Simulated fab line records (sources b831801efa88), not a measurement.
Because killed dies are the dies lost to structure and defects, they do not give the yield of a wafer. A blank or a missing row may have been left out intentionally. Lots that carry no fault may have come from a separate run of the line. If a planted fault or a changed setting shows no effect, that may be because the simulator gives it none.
Which of the tools did it?    flow sky130    13 lots with 39 wafers sampled at 2 steps, on a route of 708 steps

== WHAT THE GAUGES READ, wafer by wafer ==
SKY_LDD_HVP_OVL_MEAS_07. Usual: LDD_HVP_OVL -1.4 nm, standard deviation 1.3.
lot   measured      on          LDD_HVP_OVL (nm)  flag
L317  day 23 18:47  overlay-01  0.2 -3.0 -1.6     
L319  day 24 05:07  overlay-01  -1.3 -1.7 -3.2    
L321  day 25 07:23  overlay-02  -3.1 0.1 -3.6     
L322  day 25 13:53  overlay-01  0.2 -0.2 -0.9     
L325  day 26 14:48  overlay-01  -2.4 -0.5 -0.8    
L326  day 26 19:10  overlay-01  0.5 -0.9 1.7      
L328  day 27 16:29  overlay-02  -0.2 -1.8 -3.0    
L330  day 28 00:41  overlay-01  -0.2 0.0 -1.6     
L331  day 28 11:56  overlay-01  0.4 -1.2 -0.1     
L332  day 28 13:48  overlay-01  -3.2 -3.8 -1.3    
L333  day 29 04:05  overlay-01  -0.5 -1.0 -1.7    
L334  day 29 12:07  overlay-01  -2.3 -1.5 -2.2    
L335  day 29 16:39  overlay-01  -4.9 -3.6 -3.9    

== EACH LOT AND THE TOOL THAT RAN IT (in order: tool; ch and the chambers of the sampled wafers; start) ==
lot   SKY_LDD_HVN_STRIP_09
L317  plasma-asher-02 ch 0,1, day 22 12:28
L319  plasma-asher-02 ch 0,1, day 22 23:32
L321  plasma-asher-02 ch 0,1, day 24 01:38
L322  plasma-asher-03 ch 0,1, day 24 08:12
L325  plasma-asher-02 ch 0,1, day 25 09:37
L326  plasma-asher-03 ch 0,1, day 25 13:38
L328  plasma-asher-02 ch 0, day 26 10:55
L330  plasma-asher-01 ch 0,1, day 26 19:53
L331  plasma-asher-02 ch 0,1, day 27 06:57
L332  plasma-asher-01 ch 0,1, day 27 09:42
L333  plasma-asher-02 ch 0,1, day 28 00:04
L334  plasma-asher-03 ch 0,1, day 28 07:31
L335  plasma-asher-02 ch 0,1, day 28 12:45
- SKY_LDD_HVN_STRIP_09: strips in O2/N2.

== AS READ BY THE TOOLS THEMSELVES (means over the sampled wafers that have a number; for cases with no such wafer, the mark the record gives instead) ==
SKY_LDD_HVN_STRIP_09. Usual: drypump-motor-current-A 5.6 A, standard deviation 0.36; oes-product-au 0.409 a.u., standard deviation 0.0046; strip-time-to-endpoint-s 4.132 s, standard deviation 0.014.
lot   tool             drypump-motor-current-A (A)  oes-product-au (a.u.)  strip-time-to-endpoint-s (s)  flag
L317  plasma-asher-02  5.4                          0.407                  4.132                         
L319  plasma-asher-02  5.7                          0.406                  4.124                         
L321  plasma-asher-02  5.4                          0.409                  4.136                         
L322  plasma-asher-03  5.6                          0.408                  4.161                         
L325  plasma-asher-02  5.4                          0.408                  4.150                         
L326  plasma-asher-03  5.9                          0.413                  4.127                         
L328  plasma-asher-02  5.2                          0.412                  4.134                         
L330  plasma-asher-01  5.3                          0.408                  4.136                         
L331  plasma-asher-02  5.4                          0.405                  4.146                         
L332  plasma-asher-01  5.4                          0.409                  4.136                         
L333  plasma-asher-02  5.4                          0.409                  4.115                         
L334  plasma-asher-03  5.9                          0.410                  4.130                         
L335  plasma-asher-02  5.6                          0.402                  4.127                         

== THE ANSWER, worked out from the rows above alone ==
Rule: a lot counts as off when the mean over its wafers that have a number is more than 3 standard deviations away from the usual mean. A lot without any number at a reading at which 4 lots or more have one is off too. The other lots that the step has rows for count as sound. First the gauges in route order, then the tools' own readings, where a lot's mean is used as printed above. At the first step where some lot is off, the reading lying furthest off is the one used; lots without a number count as furthest.
No lot is off on any of the readings shown, so nothing can be concluded from this.

== WHAT WAS PUT IN BY THE SIMULATOR ==
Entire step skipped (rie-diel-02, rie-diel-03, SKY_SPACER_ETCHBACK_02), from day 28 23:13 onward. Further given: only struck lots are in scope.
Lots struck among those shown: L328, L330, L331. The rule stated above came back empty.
